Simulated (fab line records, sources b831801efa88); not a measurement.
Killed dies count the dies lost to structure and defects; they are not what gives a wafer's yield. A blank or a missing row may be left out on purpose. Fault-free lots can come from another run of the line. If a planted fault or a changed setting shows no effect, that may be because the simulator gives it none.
fab line records	flow gf180mcu
record: lots: 15	wafers: 45	lastDay: 35
route steps=602 shown VT_IMPLANT@120 SAB@277 M1@320 V2@397
lots that met no fault: taken from a fault-free run of the same line
startH: hours from the record's opening day to when the first of the lot's shown wafers began	waitH: time in hours since the lot's previous step	" identical to the entry in the row above	L1.1+2: one row covering several wafers at once	- no value, or no start given	* or withheld: withheld	< > ~ a bound
route shown NAME@n: a module of which the file shows steps, and the number in the route of the first	usual: mean/standard deviation of fault-free wafers	same: alike in all rows	chamber/n: place in a boat	sites: readings site by site	_std_site: the standard deviation of these	_edge_site: mean of outer sites minus mean of inner sites	radiusMm: how far each site lies from the wafer's centre	mask NAME#n: copy n	behind: the tool/chamber that last shaped the wafer	hold: reason for holding the lot/hours on hold/outcome of the hold	device: whichever transistor did not switch (one of n, p or np)	end of line: the route-end tests of the same wafers	a step without rows: its recipe alone	killed: dies lost to structure and defects at the first sort, not the wafer's yield	map: per-die view of a wafer (x killed, . not killed, _ where there is no die)
set.NAME: the setting the step ran with; set.NAME@STEP: the setting that earlier step ran with	model.NAME: the simulator's own value behind a step, which no gauge read
the route's steps for a sample of lots (tables are steps, rows are wafers)
services: a tool's chamber out of use, with start hour (startH, from the record's first day; less than 0 if before it), hours out, and reason
== steps ==
step: GF_VT_IMPLANT_IMPLANT_30
recipe: species: B	energyKev: 25	doseCm2: 2.534e+12	tiltDeg: 7
usual: beamEnergyKeV: 25.001/0.0084	beamOnS: 9.99/0.22
lot.wafer	tool	chamber	startH	waitH	beamEnergyKeV	beamOnS
L706.2	implanter-04	0	143.62	0.0	24.994	10.36
L706.4	"	0	"	"	24.994	10.55
L706.6	"	0	"	"	24.996	9.94
L707.1	implanter-04	0	156.94	0.0	24.996	9.93
L707.4	"	0	"	"	25.007	10.09
L707.6	"	0	"	"	24.992	10.07
L709.1	implanter-04	0	168.43	0.0	24.996	10.23
L709.4	"	0	"	"	24.996	10.09
L709.6	"	0	"	"	25.005	9.97
L708.1	implanter-03	-	169.68	0.0	-	-
L708.5	"	-	"	"	-	-
L708.6	"	-	"	"	-	-
L710.1	implanter-04	-	175.05	0.0	-	-
L710.3	"	-	"	"	-	-
L710.6	"	-	"	"	-	-
L711.1	implanter-04	-	178.65	0.0	-	-
L711.2	"	-	"	"	-	-
L711.4	"	-	"	"	-	-
L712.1	implanter-02	0	191.50	0.0	24.998	9.86
L712.2	"	0	"	"	25.011	10.10
L712.4	"	0	"	"	24.993	10.19
L721.1	implanter-03	0	240.60	0.0	24.981	9.92
L721.2	"	0	"	"	25.009	9.93
L721.3	"	0	"	"	24.989	10.15
L723.1	implanter-03	0	254.39	0.0	24.994	9.89
L723.2	"	0	"	"	24.999	10.30
L723.6	"	0	"	"	25.002	9.83
L724.2	implanter-03	0	263.12	0.0	24.997	10.10
L724.3	"	0	"	"	25.008	9.72
L724.4	"	0	"	"	24.994	9.56
L725.2	implanter-02	0	270.52	0.0	25.012	10.29
L725.3	"	0	"	"	25.004	10.17
L725.6	"	0	"	"	25.006	10.05
L726.1	implanter-03	0	278.92	0.0	24.990	10.01
L726.5	"	0	"	"	24.994	9.80
L726.6	"	0	"	"	24.995	9.71
L727.3	implanter-03	0	286.19	0.1	25.000	9.82
L727.5	"	0	"	"	25.002	9.86
L727.6	"	0	"	"	24.988	9.81
L728.3	implanter-02	0	292.59	0.1	25.018	9.95
L728.4	"	0	"	"	25.017	9.96
L728.6	"	0	"	"	25.030	9.99
L729.2	implanter-03	0	300.72	0.0	24.999	10.15
L729.3	"	0	"	"	24.996	10.10
L729.6	"	0	"	"	24.993	10.13
step: GF_VT_IMPLANT_TW_MEAS_32
usual: VT_IMPLANT_3_TW: 268.7/2.6
lot.wafer	tool	chamber	startH	waitH	VT_IMPLANT_3_TW
L706.2	filmMetro-03	-	143.85	0.1	265.2
L706.4	"	-	"	"	266.0
L706.6	"	-	"	"	267.0
L707.1	filmMetro-04	-	157.19	0.1	272.0
L707.4	"	-	"	"	272.5
L707.6	"	-	"	"	271.7
L709.1	filmMetro-04	-	168.68	0.1	272.3
L709.4	"	-	"	"	271.2
L709.6	"	-	"	"	271.9
L708.1	filmMetro-04	-	169.93	0.1	30.2
L708.5	"	-	"	"	30.2
L708.6	"	-	"	"	30.3
L710.1	filmMetro-02	-	175.30	0.1	29.8
L710.3	"	-	"	"	29.7
L710.6	"	-	"	"	29.7
L711.1	filmMetro-03	-	178.90	0.1	29.8
L711.2	"	-	"	"	30.0
L711.4	"	-	"	"	30.1
L712.1	filmMetro-04	-	191.75	0.1	271.0
L712.2	"	-	"	"	274.7
L712.4	"	-	"	"	270.5
L721.1	filmMetro-04	-	240.85	0.1	272.9
L721.2	"	-	"	"	271.5
L721.3	"	-	"	"	272.0
L723.1	filmMetro-03	-	254.64	0.1	265.7
L723.2	"	-	"	"	266.3
L723.6	"	-	"	"	266.0
L724.2	filmMetro-03	-	263.35	0.1	266.4
L724.3	"	-	"	"	266.2
L724.4	"	-	"	"	265.8
L725.2	filmMetro-04	-	270.75	0.1	271.0
L725.3	"	-	"	"	271.6
L725.6	"	-	"	"	271.9
L726.1	filmMetro-02	-	279.17	0.1	267.9
L726.5	"	-	"	"	267.5
L726.6	"	-	"	"	267.6
L727.3	filmMetro-03	-	286.41	0.1	266.7
L727.5	"	-	"	"	266.3
L727.6	"	-	"	"	266.2
L728.3	filmMetro-03	-	292.81	0.1	266.9
L728.4	"	-	"	"	266.1
L728.6	"	-	"	"	266.6
L729.2	filmMetro-03	-	300.95	0.1	267.0
L729.3	"	-	"	"	266.3
L729.6	"	-	"	"	266.5
step: GF_SAB_STRIP_13
recipe: chemistry: O2/N2	powerW: 1400	pressureMtorr: 1500	platenTempC: 250	o2FlowSccm: 3000	n2FlowSccm: 300	overashFraction: 0.5
usual: drypumpMotorCurrentA: 5.63/0.28	heaterPowerW: 343/25	oesProductAu: 0.710/0.0042	stripTimeToEndpointS: 12.63/0.03
lot.wafer	tool	chamber	startH	waitH	drypumpMotorCurrentA	heaterPowerW	oesProductAu	rfHoursCounterH	stripTimeToEndpointS
L706.2	plasmaAsher-04	0	343.56	0.0	5.08	352	0.701	53	12.62
L706.4	"	0	"	"	5.10	358	0.710	-	12.59
L706.6	"	0	"	"	5.08	348	0.704	-	12.66
L707.1	plasmaAsher-01	1	364.51	0.0	5.74	357	0.702	71	12.64
L707.4	"	1	"	"	5.71	347	0.707	-	12.66
L707.6	"	0	"	"	5.87	305	0.712	-	12.67
L709.1	plasmaAsher-01	0	379.07	0.0	5.88	305	0.703	72	12.66
L709.4	"	0	"	"	5.90	311	0.706	-	12.68
L709.6	"	1	"	"	5.73	350	0.711	-	12.64
L712.1	plasmaAsher-02	0	409.79	0.0	5.55	327	0.716	27	12.62
L712.2	"	1	"	"	5.92	332	0.715	27	12.61
L712.4	"	1	"	"	5.89	323	0.715	-	12.58
L721.1	plasmaAsher-02	0	482.12	0.0	5.55	325	0.717	36	12.69
L721.2	"	1	"	"	5.92	331	0.704	36	12.65
L721.3	"	0	"	"	5.58	328	0.710	-	12.68
L723.1	plasmaAsher-01	1	493.27	0.0	5.74	358	0.708	6	12.61
L723.2	"	0	"	"	5.89	311	0.711	6	12.58
L723.6	"	1	"	"	5.74	356	0.704	-	12.59
L724.2	plasmaAsher-02	1	511.53	0.0	5.86	329	0.709	39	12.61
L724.3	"	1	"	"	5.88	337	0.710	-	12.61
L724.4	"	0	"	"	5.56	323	0.709	-	12.67
L725.2	plasmaAsher-04	0	516.41	0.0	5.06	351	0.708	71	12.60
L725.3	"	1	"	"	5.60	390	0.703	-	12.58
L725.6	"	1	"	"	5.67	373	0.713	-	12.59
L726.1	plasmaAsher-01	0	522.22	0.0	5.90	319	0.709	9	12.66
L726.5	"	0	"	"	5.89	309	0.710	-	12.70
L726.6	"	1	"	"	5.72	358	0.711	-	12.68
L727.3	plasmaAsher-04	0	533.75	0.0	5.07	351	0.711	-	12.61
L727.5	"	1	"	"	5.61	385	0.711	-	12.63
L727.6	"	0	"	"	5.09	364	0.711	-	12.60
L728.3	plasmaAsher-04	0	538.78	0.0	5.08	351	0.713	-	12.61
L728.4	"	1	"	"	5.65	391	0.702	-	12.68
L728.6	"	1	"	"	5.65	391	0.710	-	12.63
L729.2	plasmaAsher-01	1	545.76	0.0	5.74	357	0.717	10	12.60
L729.3	"	1	"	"	5.73	368	0.712	-	12.56
L729.6	"	1	"	"	5.74	354	0.711	-	12.62
step: GF_M1_RS_MEAS_05
recipe: thkMeasGauge: four-point-probe	reads: TiN_of_M1_SPUTTER_04+Ti_of_M1_SPUTTER_03+AlCu_of_M1_SPUTTER_02+TiN_of_M1_SPUTTER_01+Ti_of_M1_SPUTTER_00
usual: M1_ALCU_RS: 0.0693/0.00083
lot.wafer	tool	chamber	startH	waitH	M1_ALCU_RS[ohm/sq]
L706.2	filmMetro-04	-	368.90	0.0	0.0698
L706.4	"	-	"	"	0.0701
L706.6	"	-	"	"	0.0690
L707.1	filmMetro-03	-	390.90	0.0	0.0698
L707.4	"	-	"	"	0.0690
L707.6	"	-	"	"	0.0695
L709.1	filmMetro-02	-	405.67	0.0	0.0697
L709.4	"	-	"	"	0.0704
L709.6	"	-	"	"	0.0699
L712.1	filmMetro-02	-	436.54	0.0	0.0690
L712.2	"	-	"	"	0.0679
L712.4	"	-	"	"	0.0685
L721.1	filmMetro-03	-	509.11	0.0	0.0674
L721.2	"	-	"	"	0.0687
L721.3	"	-	"	"	0.0687
L723.1	filmMetro-04	-	519.55	0.0	0.0695
L723.2	"	-	"	"	0.0688
L723.6	"	-	"	"	0.0698
L724.2	filmMetro-04	-	537.72	0.0	0.0683
L724.3	"	-	"	"	0.0684
L724.4	"	-	"	"	0.0690
L725.2	filmMetro-04	-	541.64	0.0	0.0685
L725.3	"	-	"	"	0.0689
L725.6	"	-	"	"	0.0686
L726.1	filmMetro-04	-	548.87	0.0	0.0697
L726.5	"	-	"	"	0.0698
L726.6	"	-	"	"	0.0688
L727.3	filmMetro-03	-	559.36	0.1	0.0692
L727.5	"	-	"	"	0.0684
L727.6	"	-	"	"	0.0692
L728.3	filmMetro-03	-	564.87	0.1	0.0677
L728.4	"	-	"	"	0.0681
L728.6	"	-	"	"	0.0684
L729.2	filmMetro-03	-	571.10	0.0	0.0686
L729.3	"	-	"	"	0.0695
L729.6	"	-	"	"	0.0688
step: GF_V2_OVL_MEAS_15
usual: V2_OVL: -4/5.1
lot.wafer	tool	chamber	startH	waitH	V2_OVL[nm]
L706.2	overlay-01	-	469.14	0.1	0
L706.4	"	-	"	"	1
L706.6	"	-	"	"	-3
L707.1	overlay-01	-	492.90	0.1	2
L707.4	"	-	"	"	-9
L707.6	"	-	"	"	-11
L709.1	overlay-01	-	507.33	0.1	3
L709.4	"	-	"	"	4
L709.6	"	-	"	"	4
L712.1	overlay-02	-	538.08	0.1	-1
L712.2	"	-	"	"	2
L712.4	"	-	"	"	3
L721.1	overlay-02	-	603.85	0.1	-10
L721.2	"	-	"	"	-11
L721.3	"	-	"	"	-7
L723.1	overlay-02	-	613.72	0.1	3
L723.2	"	-	"	"	2
L723.6	"	-	"	"	-4
L724.2	overlay-02	-	632.03	0.1	1
L724.3	"	-	"	"	-4
L724.4	"	-	"	"	-4
L725.2	overlay-02	-	635.11	0.1	-12
L725.3	"	-	"	"	-11
L725.6	"	-	"	"	-11
L726.1	overlay-02	-	640.42	0.1	-4
L726.5	"	-	"	"	-11
L726.6	"	-	"	"	-6
L727.3	overlay-01	-	650.44	0.1	1
L727.5	"	-	"	"	-3
L727.6	"	-	"	"	5
L728.3	overlay-02	-	655.77	0.1	-7
L728.4	"	-	"	"	-9
L728.6	"	-	"	"	-13
L729.2	overlay-02	-	660.33	0.1	6
L729.3	"	-	"	"	-2
L729.6	"	-	"	"	0
== services ==
tool	chamber	startH	hours	kind
plasmaAsher-04	-	140.11	7.9	repair
implanter-02	-	158.57	2.7	repair
implanter-02	-	161.27	13.3	pm
implanter-02	-	183.77	5.2	repair
plasmaAsher-02	-	193.91	14.6	pm
plasmaAsher-04	-	207.02	4.6	repair
plasmaAsher-02	-	217.11	12.2	repair
implanter-02	-	231.83	5.1	pm
plasmaAsher-04	-	246.62	1.5	repair
plasmaAsher-02	-	277.30	6.2	repair
implanter-02	-	286.75	0.6	repair
plasmaAsher-04	-	288.04	3.2	repair
plasmaAsher-02	-	346.42	10.3	pm
plasmaAsher-01	-	414.76	14.6	pm
implanter-03	-	419.97	1.1	repair
plasmaAsher-01	-	429.36	9.0	pm
plasmaAsher-01	-	433.02	1.7	repair
implanter-02	-	439.52	4.4	pm
implanter-04	-	500.54	6.1	repair
implanter-04	-	515.17	1.1	repair
implanter-04	-	525.02	2.0	repair
plasmaAsher-01	-	538.05	7.1	repair
plasmaAsher-04	-	539.74	4.3	pm
plasmaAsher-04	-	544.45	4.0	pm
== key ==
firstSign: step: GF_VT_IMPLANT_IMPLANT_30	reading: toolRecord	direction: missing
effect: step: GF_VT_IMPLANT_TW_MEAS_32	reading: VT_IMPLANT_3_TW	direction: down	sigmas: 93	usual: 268.7	struck: 30.0
metAt GF_VT_IMPLANT_IMPLANT_30
struckLots L708,L710,L711
laterRowsLeftOut L708.1,L708.5,L708.6,L710.1,L710.3,L710.6,L711.1,L711.2,L711.4
sortLeftOut L708.1,L708.5,L708.6,L710.1,L710.3,L710.6,L711.1,L711.2,L711.4
testerLeftOut L708,L710,L711
notActingAt GF_SAB_STRIP_13,GF_M1_RS_MEAS_05,GF_V2_OVL_MEAS_15
onsetBetween 168.43 169.68
fault: kind: skippedStepWhole	tool: implanter-03,implanter-04	chamber: -	onsetH: 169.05	steps: GF_VT_IMPLANT_IMPLANT_30	scope: struckLotsOnly
testerLeftOut: of these lots the tester's yield and bins aren't shown, on N5 and GAA mostly nor the transistor test; their killed dies are dies lost to structure and defects alone, not to doping, threshold or leakage, so they don't give the yield
sortLeftOut: the simulated sort isn't trusted on such a fault, so these wafers' sort isn't shown, and their yield isn't known
laterRowsLeftOut: the simulator's readings of these wafers behind a module that went badly wrong aren't trusted and aren't shown, but for the sort
